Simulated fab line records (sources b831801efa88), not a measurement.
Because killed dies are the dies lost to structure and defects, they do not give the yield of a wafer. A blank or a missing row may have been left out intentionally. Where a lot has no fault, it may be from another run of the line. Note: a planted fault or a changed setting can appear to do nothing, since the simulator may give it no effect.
fab line records	flow sky130
record lots=5	wafers=14	lastDay=50
route steps=708 shown VIA1@481 METAL2@483 PAD_OPEN@708
lots that met no fault: taken from a fault-free run of the same line
startH: hours from the record's first day to the start of the lot's first wafer shown	waitH: hours from the lot's prior step to this one	" the same as in the row above	L1.1+2: one row covering several wafers at once	- value missing, or start not given	* or withheld: withheld	< > ~ a bound
route shown NAME@n: names a module that has steps shown in the file, with the first one's number in the route	usual: mean/standard deviation taken from wafers without a fault	same: alike in all rows	chamber/n: place in a boat	sites: per-site readings	_std_site: their standard deviation	_edge_site: outer sites' mean less inner sites'	radiusMm: for every site, how far away it sits from the centre of the wafer	mask NAME#n: copy n	behind: tool/chamber where the wafer was last shaped	hold: why the lot went on hold/how many hours it stayed there/how the hold came to an end	device: transistor that didn't switch, given as n, p or np	end of line: the route-end tests of the same wafers	a step without rows: its recipe alone	killed: dies lost to structure and defects at the first sort, not the wafer's yield	map: the dies of a wafer, with x for killed, . for not killed, _ for no die there
set.NAME: the setting that was run; set.NAME@STEP: the one run at that earlier step	model.NAME: the simulator's own value behind a step, which no gauge read
lots at some steps of the route; a table a step, a row a wafer
services: a tool's chamber out of use, with start hour (startH, from the record's first day; less than 0 if before it), hours out, and reason
## steps
# step SKY_VIA1_THK_MEAS_23
# recipe thkMeasGauge=xrf	reads=W_of_VIA1_CVD_21
# usual VIA1_W_THK=272/5.1
lot.wafer	tool	chamber	startH	waitH	VIA1_W_THK[nm]
L921.2	filmMetro-02	-	822.38	0.1	272
L921.4	"	-	"	"	271
L921.6	"	-	"	"	272
L923.1	filmMetro-04	-	828.24	0.1	265
L923.2	"	-	"	"	263
L923.3	"	-	"	"	263
L925.2	filmMetro-01	-	842.64	0.1	269
L925.6	"	-	"	"	272
L940.1	filmMetro-04	-	942.29	0.1	270
L940.4	"	-	"	"	273
L940.5	"	-	"	"	268
L941.2	filmMetro-01	-	952.70	0.1	281
L941.4	"	-	"	"	275
L941.5	"	-	"	"	283
# step SKY_VIA1_CMP_24
# recipe stopOn=SiO2	tOverpolishS=15	downForcePsi=3.5	platenRpm=60	targetThkNm=0	padVelocityMS=0.94248
# usual motorCurrentA=11.2/1.5	overpolishRunS=15.000/0.0088	retainingRingPressureFrac=1.000/0.0046	slurryFilterDpKPa=13.50/0.14	timeToEndpointS=64/3.1
lot.wafer	tool	chamber	startH	waitH	motorCurrentA	overpolishRunS	retainingRingPressureFrac	slurryFilterDpKPa	timeToEndpointS
L921.2	cmp-02	0	822.48	0.1	10.4	14.977	1.000	13.24	63
L921.4	"	1	"	"	11.7	15.006	1.014	13.48	61
L921.6	"	0	"	"	10.5	15.011	1.003	13.61	61
L923.2	cmp-02	0	828.30	0.0	10.1	15.001	0.996	13.47	58
L923.1	"	2	"	"	13.3	15.009	1.001	13.68	61
L923.3	"	3	"	"	9.7	15.001	1.004	13.38	58
L925.2	cmp-02	3	842.69	0.0	9.3	14.991	1.007	13.48	63
L925.6	"	3	"	"	9.7	15.006	0.998	13.70	62
L940.4	cmp-01	3	942.35	0.0	13.6	14.963	0.997	13.41	69
L940.1	"	0	"	"	10.0	14.991	0.993	13.43	66
L940.5	"	3	"	"	13.7	15.009	1.000	13.69	71
L941.4	cmp-02	1	952.75	0.0	11.8	14.998	1.013	13.28	58
L941.2	"	2	"	"	13.9	14.988	1.004	13.31	63
L941.5	"	2	"	"	13.6	14.993	1.002	13.43	63
# step SKY_METAL2_SPUTTER_00
# recipe material=Ti	targetThkNm=15	powerW=3000	timeS=10	chamberPressurePa=0.4
# usual chamberPressurePa=0.4000/0.00074	throttleValvePct=29.8/1
lot.wafer	tool	chamber	startH	waitH	chamberPressurePa	throttleValvePct
L921.2	pvdSputter-01	-	822.73	0.2	0.4007	30.7
L921.4	"	-	"	"	0.3994	30.7
L921.6	"	-	"	"	0.3992	29.2
L923.1	pvdSputter-01	-	828.60	0.1	0.4005	30.3
L923.2	"	-	"	"	0.4004	29.1
L923.3	"	-	"	"	0.4002	31.0
L925.2	pvdSputter-04	-	842.99	0.2	0.3985	27.8
L925.6	"	-	"	"	0.4007	32.0
L940.1	pvdSputter-04	-	942.65	0.2	0.4009	28.8
L940.4	"	-	"	"	0.3999	28.6
L940.5	"	-	"	"	0.3995	27.9
L941.2	pvdSputter-02	-	953.05	0.2	0.4011	30.5
L941.4	"	-	"	"	0.4001	29.2
L941.5	"	-	"	"	0.3994	30.9
# step SKY_METAL2_SPUTTER_01
# recipe material=TiN	targetThkNm=20	powerW=6500	timeS=16.7	chamberPressurePa=0.4
# usual chamberPressurePa=0.4000/0.00068	throttleValvePct=29.8/1
lot.wafer	tool	chamber	startH	waitH	chamberPressurePa	throttleValvePct
L921.2	pvdSputter-01	-	822.75	0.0	0.4001	30.7
L921.4	"	-	"	"	0.3990	30.8
L921.6	"	-	"	"	0.3995	29.2
L923.1	pvdSputter-01	-	828.63	0.0	0.4005	30.4
L923.2	"	-	"	"	0.3985	29.0
L923.3	"	-	"	"	0.4002	30.8
L925.2	pvdSputter-04	-	843.01	0.0	0.3993	28.1
L925.6	"	-	"	"	0.4013	31.6
L940.1	pvdSputter-04	-	942.67	0.0	0.3998	29.2
L940.4	"	-	"	"	0.4001	28.7
L940.5	"	-	"	"	0.3997	28.3
L941.2	pvdSputter-02	-	953.07	0.0	0.3998	30.5
L941.4	"	-	"	"	0.4003	29.1
L941.5	"	-	"	"	0.3998	30.5
# step SKY_METAL2_SPUTTER_02
# recipe material=AlCu	targetThkNm=250	powerW=10600	timeS=13.3	chamberPressurePa=0.4
# usual chamberPressurePa=0.3999/0.00082	throttleValvePct=29.8/1
lot.wafer	tool	chamber	startH	waitH	chamberPressurePa	throttleValvePct
L921.2	pvdSputter-01	-	822.77	0.0	0.4010	30.7
L921.4	"	-	"	"	0.4004	30.8
L921.6	"	-	"	"	0.4005	29.0
L923.1	pvdSputter-01	-	828.65	0.0	0.4007	30.4
L923.2	"	-	"	"	0.3999	29.1
L923.3	"	-	"	"	0.4007	30.9
L925.2	pvdSputter-04	-	843.04	0.0	0.4000	28.4
L925.6	"	-	"	"	0.3981	31.5
L940.1	pvdSputter-04	-	942.69	0.0	0.4004	28.9
L940.4	"	-	"	"	0.4008	28.7
L940.5	"	-	"	"	0.3994	28.3
L941.2	pvdSputter-02	-	953.10	0.0	0.4020	30.6
L941.4	"	-	"	"	0.4005	29.3
L941.5	"	-	"	"	0.4011	30.5
# step SKY_METAL2_SPUTTER_03
# recipe material=Ti	targetThkNm=5	powerW=3000	timeS=3.3	chamberPressurePa=0.4
# step SKY_METAL2_SPUTTER_04
# recipe material=TiN	targetThkNm=70	powerW=6500	timeS=58.3	chamberPressurePa=0.4
# step SKY_METAL2_RS_MEAS_05
# recipe thkMeasGauge=four-point-probe	reads=TiN_of_METAL2_SPUTTER_04+Ti_of_METAL2_SPUTTER_03+AlCu_of_METAL2_SPUTTER_02+TiN_of_METAL2_SPUTTER_01+Ti_of_METAL2_SPUTTER_00
# usual METAL2_ALCU_RS=0.1266/0.0011
lot.wafer	tool	chamber	startH	waitH	METAL2_ALCU_RS[ohm/sq]
L921.2	filmMetro-03	-	822.89	0.0	0.1272
L921.4	"	-	"	"	0.1275
L921.6	"	-	"	"	0.1278
L923.1	filmMetro-03	-	828.74	0.0	0.1270
L923.2	"	-	"	"	0.1282
L923.3	"	-	"	"	0.1285
L925.2	filmMetro-04	-	843.15	0.0	0.1268
L925.6	"	-	"	"	0.1285
L940.1	filmMetro-01	-	942.79	0.0	0.1270
L940.4	"	-	"	"	0.1265
L940.5	"	-	"	"	0.1256
L941.2	filmMetro-01	-	953.21	0.0	0.1259
L941.4	"	-	"	"	0.1257
L941.5	"	-	"	"	0.1264
# step SKY_METAL2_THK_MEAS_06
# recipe thkMeasGauge=xrf	reads=AlCu_of_METAL2_SPUTTER_02
# usual METAL2_ALCU_THK=249.5/2.5
lot.wafer	tool	chamber	startH	waitH	METAL2_ALCU_THK[nm]
L921.2	filmMetro-03	-	823.00	0.1	247.1
L921.4	"	-	"	"	247.0
L921.6	"	-	"	"	247.8
L923.1	filmMetro-03	-	828.86	0.1	248.1
L923.2	"	-	"	"	246.6
L923.3	"	-	"	"	245.1
L925.2	filmMetro-04	-	843.26	0.1	248.3
L925.6	"	-	"	"	247.3
L940.1	filmMetro-01	-	942.91	0.1	249.0
L940.4	"	-	"	"	251.6
L940.5	"	-	"	"	253.2
L941.2	filmMetro-01	-	953.32	0.1	249.5
L941.4	"	-	"	"	252.2
L941.5	"	-	"	"	250.6
# step SKY_METAL2_DEHYDRATE_07
# recipe tempC=200	timeS=60
# step SKY_METAL2_HMDS_08
# recipe primeTimeS=60	primeTempC=120
# step SKY_METAL2_COAT_09
# recipe resist=BARC	tempC=withheld	timeS=withheld	spinRpm=3000	resistThkNm=60
# step SKY_METAL2_COAT_10
# recipe resist=KrF-thick	spinRpm=3000	resistThkNm=450
# usual resistLineTempC=22.97/0.099
lot.wafer	tool	chamber	startH	waitH	resistLineTempC	model.KrF-thick_of_METAL2_COAT_10.thkNm
L921.2	lithoTrack-01	0	835	-	22.98	448.6
L921.4	"	0	"	"	23.06	448.8
L921.6	"	0	"	"	22.99	449.3
L923.1	lithoTrack-03	0	841	-	22.93	448.4
L923.2	"	0	"	"	22.79	449.8
L923.3	"	0	"	"	22.95	448.8
L925.2	lithoTrack-01	0	855	-	22.90	434.6
L925.6	"	0	"	"	22.79	448
L940.1	lithoTrack-02	0	954	-	23.04	450.9
L940.4	"	0	"	"	22.98	451.9
L940.5	"	0	"	"	22.93	452.9
L941.2	lithoTrack-01	0	965	-	22.80	448.9
L941.4	"	0	"	"	22.94	447.8
L941.5	"	0	"	"	22.87	448.5
# step SKY_METAL2_SOFTBAKE_11
# recipe tempC=100	timeS=90	resist=KrF-thick
# step SKY_METAL2_EXPOSE_12
# recipe maskId=MM2	na=0.8	sourceShape=annular	sigmaInner=0.55	sigmaOuter=0.85	targetCdNm=140	doseMj=28
# step SKY_METAL2_PEB_13
# recipe pebTempC=withheld	pebTimeS=withheld	resist=KrF-thick
# step SKY_METAL2_DEVELOP_14
# recipe developTimeS=60	resist=KrF-thick	devTempC=21
# step SKY_METAL2_CD_MEAS_15
# recipe targetCdNm=140
# usual cdNm=140.3/1.7
lot.wafer	tool	chamber	startH	waitH	cdNm
L921.2	cdSem-01	-	848.15	-	141.1
L921.4	"	-	"	"	140.7
L921.6	"	-	"	"	142.7
L923.1	cdSem-02	-	853.53	-	140.0
L923.2	"	-	"	"	140.4
L923.3	"	-	"	"	139.9
L925.2	cdSem-02	-	869.56	-	140.1
L925.6	"	-	"	"	140.5
L940.1	cdSem-01	-	967.13	-	141.7
L940.4	"	-	"	"	141.9
L940.5	"	-	"	"	140.6
L941.2	cdSem-02	-	977.31	-	139.1
L941.4	"	-	"	"	142.4
L941.5	"	-	"	"	140.6
# step SKY_METAL2_OVL_MEAS_16
# usual METAL2_OVL=-3/6.1
lot.wafer	tool	chamber	startH	waitH	METAL2_OVL[nm]
L921.2	overlay-01	-	848.26	0.1	-7
L921.4	"	-	"	"	-9
L921.6	"	-	"	"	-4
L923.1	overlay-02	-	853.65	0.1	-4
L923.2	"	-	"	"	5
L923.3	"	-	"	"	-3
L925.2	overlay-01	-	869.66	0.1	0
L925.6	"	-	"	"	-2
L940.1	overlay-02	-	967.25	0.1	-2
L940.4	"	-	"	"	-2
L940.5	"	-	"	"	-5
L941.2	overlay-02	-	977.41	0.1	-9
L941.4	"	-	"	"	-11
L941.5	"	-	"	"	-11
# step SKY_METAL2_DESCUM_17
# recipe chemistry=O2	sourcePowerW=150	biasPowerW=0	pressureMtorr=10	tempC=40	timeS=8
# step SKY_METAL2_ETCH_18
# recipe chemistry=N2/H2	target=BARC	ionEnergyEv=200	biasW=100	pressureMtorr=30	n2FlowSccm=100	h2FlowSccm=200	icpW=500	stopOn=SiO2	timeS=45.9	targetDepthA=600
# usual drypumpMotorCurrentA=5.7/0.47	n2FlowSccm=99.99/0.3	oesProductAu=0.854/0.0051	throttleValvePct=13.226/0.0087
lot.wafer	tool	chamber	startH	waitH	drypumpMotorCurrentA	n2FlowSccm	oesProductAu	rfHoursCounterH	throttleValvePct
L921.2	rieMetal-02	1	848.33	0.0	6.4	100.06	0.855	1	13.206
L921.4	"	1	"	"	6.4	100.09	0.842	-	13.214
L921.6	"	1	"	"	6.4	99.66	0.852	-	13.239
L923.1	rieMetal-01	1	853.71	0.0	5.6	99.76	0.853	7	13.213
L923.2	"	0	"	"	5.6	100.02	0.857	2	13.226
L923.3	"	0	"	"	5.6	100.27	0.855	-	13.229
L925.2	rieMetal-01	1	869.72	0.0	5.6	99.90	0.854	7	13.224
L925.6	"	0	"	"	5.6	99.60	0.848	-	13.225
L940.1	rieMetal-01	1	967.31	0.0	5.6	99.65	0.853	12	13.228
L940.4	"	1	"	"	5.6	99.79	0.849	-	13.220
L940.5	"	0	"	"	5.6	100.26	0.855	-	13.224
L941.2	rieMetal-02	1	977.48	0.0	6.4	99.85	0.865	8	13.230
L941.4	"	1	"	"	6.4	100.11	0.855	-	13.222
L941.5	"	0	"	"	5.4	100.03	0.848	-	13.239
# step SKY_METAL2_METAL_ETCH_19
# recipe targetDepthA=3600	stopOn=SiO2	overEtchFrac=0.3	timeS=78	chemistry=Cl2/BCl3	resistSidewallDeg=88	pressureMtorr=10	icpW=900	biasW=48.5	Cl2_flow_sccm=60	bcl3FlowSccm=30
# usual drypumpMotorCurrentA=5.7/0.47	oesProductAu=0.854/0.0052	throttleValvePct=22.264/0.0094
lot.wafer	tool	chamber	startH	waitH	drypumpMotorCurrentA	oesProductAu	rfHoursCounterH	throttleValvePct	model.KrF-thick_of_METAL2_COAT_10.thkNm
L921.2	rieMetal-02	1	848.39	0.0	6.4	0.859	1	22.264	161.6
L921.4	"	1	"	"	6.4	0.860	-	22.263	163.6
L921.6	"	1	"	"	6.4	0.859	-	22.250	164.1
L923.1	rieMetal-01	1	853.78	0.0	5.6	0.846	7	22.280	157.1
L923.2	"	0	"	"	5.6	0.843	2	22.253	159.4
L923.3	"	0	"	"	5.6	0.851	-	22.253	156.9
L925.2	rieMetal-01	1	869.79	0.0	5.6	0.857	8	22.268	143.8
L925.6	"	0	"	"	5.6	0.856	-	22.270	157.4
L940.1	rieMetal-01	1	967.38	0.0	5.6	0.853	12	22.264	156.9
L940.4	"	1	"	"	5.6	0.850	-	22.257	161.1
L940.5	"	0	"	"	5.6	0.855	-	22.289	159.2
L941.2	rieMetal-02	1	977.54	0.0	6.4	0.858	8	22.272	158.3
L941.4	"	1	"	"	6.4	0.862	-	22.266	157.8
L941.5	"	0	"	"	5.3	0.857	-	22.250	155.2
# step SKY_METAL2_STRIP_20
# recipe chemistry=O2/N2	powerW=1400	pressureMtorr=1500	platenTempC=withheld	o2FlowSccm=3000	n2FlowSccm=300	overashFraction=0.5
# usual drypumpMotorCurrentA=5.8/0.47	n2FlowSccm=300.0/0.8	oesProductAu=0.343/0.0045	stripTimeToEndpointS=2.706/0.027
# same overashFraction=0.5
lot.wafer	tool	chamber	startH	waitH	drypumpMotorCurrentA	n2FlowSccm	oesProductAu	rfHoursCounterH	stripTimeToEndpointS
L921.2	plasmaAsher-02	0	848.48	0.1	6.3	299.1	0.344	44	2.737
L921.4	"	0	"	"	6.2	300.2	0.344	-	2.740
L921.6	"	1	"	"	5.4	301.2	0.344	-	2.769
L923.1	plasmaAsher-03	1	853.87	0.1	6.5	300.5	0.343	69	2.679
L923.2	"	0	"	"	5.4	300.4	0.341	69	2.726
L923.3	"	0	"	"	5.4	301.3	0.348	-	2.670
L925.2	plasmaAsher-04	0	869.88	0.1	5.3	299.5	0.337	107	2.537
L925.6	"	0	"	"	5.3	300.0	0.337	-	2.667
L940.1	plasmaAsher-02	1	967.47	0.1	5.4	300.9	0.348	55	2.664
L940.4	"	1	"	"	5.4	299.2	0.341	-	2.726
L940.5	"	1	"	"	5.4	299.8	0.343	-	2.700
L941.2	plasmaAsher-02	0	977.63	0.1	6.3	300.5	0.346	56	2.687
L941.4	"	1	"	"	5.4	300.8	0.347	-	2.694
L941.5	"	0	"	"	6.2	299.8	0.342	-	2.656
# step SKY_METAL2_STRIP_21
# recipe chemistry=postEtchResidueRemover	timeS=1200	tempC=72.5
# step SKY_PAD_OPEN_PROBE_99
# usual defectLimitedYield=82.3/2	killed_at_M0_to_M3=43/7.3	killed_at_M4_up=3.2/1.8	killedAtContacts=24/5.8	killedAtFrontEnd=16/4.5	killedAtOther=0.3/0.53	killedDies=87/9.9	killedOpen=48/6.8	killedShort=39/6.9	sort_bin_3_pad_short=0.8/0.42	sort_bin_5_function=10.4/1.6	sort_bin_6_memory=6.4/1.2	sortNPass=405/9.9	sortYieldPct=82.3/2
# same grossDies=492	killedAtBackSide=0	sort_bin_4_leakage[%]=0	sort_bin_8_speed[%]=0
lot.wafer	tool	chamber	startH	waitH	defectLimitedYield[%]	killed_at_M0_to_M3	killed_at_M4_up	killedAtContacts	killedAtFrontEnd	killedAtOther	killedDies	killedOpen	killedShort	sort_bin_3_pad_short[%]	sort_bin_5_function[%]	sort_bin_6_memory[%]	sortNPass	sortYieldPct[%]
L921.2	prober-02	-	1098.71	0.1	85.4	32	2	22	15	1	72	35	37	0.6	7.9	6.1	420	85.4
L921.4	prober-02	-	1098.81	0.2	82.1	52	4	20	12	0	88	45	43	0.2	10.0	7.7	404	82.1
L921.6	prober-02	-	1098.91	0.2	85.2	42	2	18	11	0	73	34	39	1.4	7.3	6.1	419	85.2
L923.1	prober-01	-	1099.78	0.1	80.3	50	3	22	22	0	97	58	39	1.2	11.4	7.1	395	80.3
L923.2	prober-01	-	1099.83	0.1	83.7	40	3	24	13	0	80	47	33	1.0	10.4	4.9	412	83.7
L923.3	prober-01	-	1099.88	0.2	82.5	41	5	23	17	0	86	45	41	0.6	10.4	6.5	406	82.5
L925.2	prober-02	-	1114.77	0.1	80.9	36	2	39	17	0	94	57	37	0.8	11.6	6.7	398	80.9
L925.6	prober-02	-	1114.97	0.2	82.5	34	2	32	18	0	86	44	42	1.0	10.6	5.9	406	82.5
L940.1	prober-01	-	1184.83	0.1	81.9	39	0	35	15	0	89	49	40	0.8	10.0	7.3	403	81.9
L940.4	prober-01	-	1184.98	0.2	81.1	56	1	17	19	0	93	54	39	1.4	9.8	7.7	399	81.1
L940.5	prober-01	-	1185.03	0.2	81.5	48	2	26	15	0	91	52	39	0	11.2	7.3	401	81.5
L941.2	prober-02	-	1193.20	0.1	76.2	58	5	33	21	0	117	61	56	1.0	14.6	8.1	375	76.2
L941.4	prober-02	-	1193.30	0.2	84.8	42	3	13	17	0	75	49	26	0	10.0	5.3	417	84.8
L941.5	prober-02	-	1193.35	0.2	85.8	34	3	19	14	0	70	37	33	0.6	6.9	6.7	422	85.8
# killed by level:class
L921.2 VIA1:geometricParticle:open=9 CONTACT:geometricParticle:short=8 METAL2:geometricParticle:short=8 FIELD_ISO:geometricParticle:short=5 FIELD_ISO:geometricParticle:open=4 POLY_GATE:geometricParticle:open=4 LI_CONTACT:geometricParticle:open=4 LOCAL_INTERCONNECT:geometricParticle:short=4
L921.4 VIA1:geometricParticle:open=10 METAL2:geometricParticle:short=10 CONTACT:geometricParticle:open=9 LI_CONTACT:geometricParticle:open=7 VIA2:geometricParticle:open=7 VIA1:geometricParticle:short=5 VIA2:geometricParticle:short=4 VIA3:geometricParticle:open=4
L921.6 VIA1:geometricParticle:open=8 METAL1:geometricParticle:short=8 METAL2:geometricParticle:short=6 FIELD_ISO:geometricParticle:short=5 LI_CONTACT:geometricParticle:open=5 CONTACT:geometricParticle:open=5 VIA1:geometricParticle:short=4 CONTACT:geometricParticle:short=3
L923.1 LI_CONTACT:geometricParticle:open=11 VIA1:geometricParticle:open=11 VIA1:geometricParticle:short=8 CONTACT:geometricParticle:open=8 VIA3:geometricParticle:open=8 POLY_GATE:geometricParticle:short=7 METAL2:geometricParticle:open=6 METAL2:geometricParticle:short=5
L923.2 VIA1:geometricParticle:open=11 VIA2:geometricParticle:open=11 LI_CONTACT:geometricParticle:open=6 CONTACT:geometricParticle:open=6 LI_CONTACT:geometricParticle:short=4 VIA3:geometricParticle:open=4 CONTACT:geometricParticle:short=4 FIELD_ISO:geometricParticle:open=3
L923.3 VIA1:geometricParticle:open=10 LI_CONTACT:geometricParticle:open=8 FIELD_ISO:geometricParticle:short=7 VIA2:geometricParticle:open=6 VIA3:geometricParticle:open=6 CONTACT:geometricParticle:open=5 METAL2:geometricParticle:short=5 CONTACT:geometricParticle:short=4
L925.2 CONTACT:geometricParticle:open=17 LI_CONTACT:geometricParticle:open=13 VIA1:geometricParticle:open=10 METAL3:geometricParticle:short=6 FIELD_ISO:geometricParticle:short=5 VIA3:geometricParticle:open=5 FIELD_ISO:geometricParticle:open=4 POLY_GATE:geometricParticle:short=4
L925.6 LI_CONTACT:geometricParticle:open=11 CONTACT:geometricParticle:open=9 METAL1:geometricParticle:short=7 CONTACT:geometricParticle:short=6 VIA1:geometricParticle:open=6 POLY_GATE:geometricParticle:short=5 POLY_GATE:geometricParticle:open=4 LI_CONTACT:geometricParticle:short=4
L940.1 CONTACT:geometricParticle:open=12 VIA1:geometricParticle:open=10 LI_CONTACT:geometricParticle:open=8 METAL2:geometricParticle:short=8 LOCAL_INTERCONNECT:geometricParticle:short=7 CONTACT:geometricParticle:short=7 POLY_GATE:geometricParticle:open=5 VIA2:geometricParticle:open=4
L940.4 VIA1:geometricParticle:open=15 VIA3:geometricParticle:open=12 FIELD_ISO:geometricParticle:short=6 FIELD_ISO:geometricParticle:open=6 VIA1:geometricParticle:short=6 VIA2:geometricParticle:open=6 LOCAL_INTERCONNECT:geometricParticle:short=5 CONTACT:geometricParticle:open=5
L940.5 VIA1:geometricParticle:open=12 LI_CONTACT:geometricParticle:open=7 CONTACT:geometricParticle:open=7 VIA3:geometricParticle:short=7 VIA2:geometricParticle:open=6 POLY_GATE:geometricParticle:open=4 LI_CONTACT:geometricParticle:short=4 METAL1:geometricParticle:open=4
L941.2 VIA1:geometricParticle:open=14 METAL2:geometricParticle:short=11 CONTACT:geometricParticle:open=10 LI_CONTACT:geometricParticle:open=9 METAL1:geometricParticle:short=7 POLY_GATE:geometricParticle:open=6 VIA3:geometricParticle:open=6 VIA2:geometricParticle:short=6
L941.4 VIA1:geometricParticle:open=16 POLY_GATE:geometricParticle:open=5 POLY_GATE:geometricParticle:short=5 VIA3:geometricParticle:open=5 CONTACT:geometricParticle:short=4 VIA2:geometricParticle:open=4 FIELD_ISO:geometricParticle:open=3 SPACER:geometricParticle:open=3
L941.5 LI_CONTACT:geometricParticle:open=7 CONTACT:geometricParticle:open=6 METAL2:geometricParticle:short=6 VIA3:geometricParticle:open=6 FIELD_ISO:geometricParticle:short=5 VIA2:geometricParticle:open=5 POLY_GATE:geometricParticle:open=4 METAL1:geometricParticle:short=4
## services
tool	chamber	startH	hours	kind
cmp-01	-	802.63	6.8	repair
rieMetal-01	1	807.13	8.2	repair
rieMetal-01	-	823.42	4.0	pm
plasmaAsher-02	-	843.76	0.5	repair
plasmaAsher-04	-	870.05	0.7	repair
plasmaAsher-03	-	880.53	1.2	repair
cmp-01	-	882.57	1.7	repair
pvdSputter-04	-	893.05	2.2	repair
cmp-01	-	912.00	4.0	pm
cmp-01	-	916.00	-	consumableReplace:conditioner
cmp-01	-	916.00	-	consumableReplace:pad
cmp-01	-	923.52	1.3	repair
plasmaAsher-02	-	936.70	1.1	repair
rieMetal-01	1	944.94	5.5	repair
cmp-01	-	970.87	0.7	repair
## key
firstSign step=SKY_METAL2_STRIP_20	reading=stripTimeToEndpointS	direction=down	sigmas=6.3	usual=*	struck=*
effect none on later readings
modelEffect step=SKY_METAL2_COAT_10	value=KrF-thick_of_METAL2_COAT_10.thkNm	without=447.5	struck=434.6
modelEffect step=SKY_METAL2_METAL_ETCH_19	value=KrF-thick_of_METAL2_COAT_10.thkNm	without=156.8	struck=143.8
metAt SKY_METAL2_COAT_10
struckWafers L925.2
onsetBetween 835 855
fault kind=processParameterDrift	tool=lithoTrack-01	chamber=-	onsetH=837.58	steps=SKY_METAL2_COAT_10	channel=resistThkNm	offset=-13.01	shape=step	endH=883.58	scope=struckWafersOnly	actsIn=theseRecipesOnly	stated=450
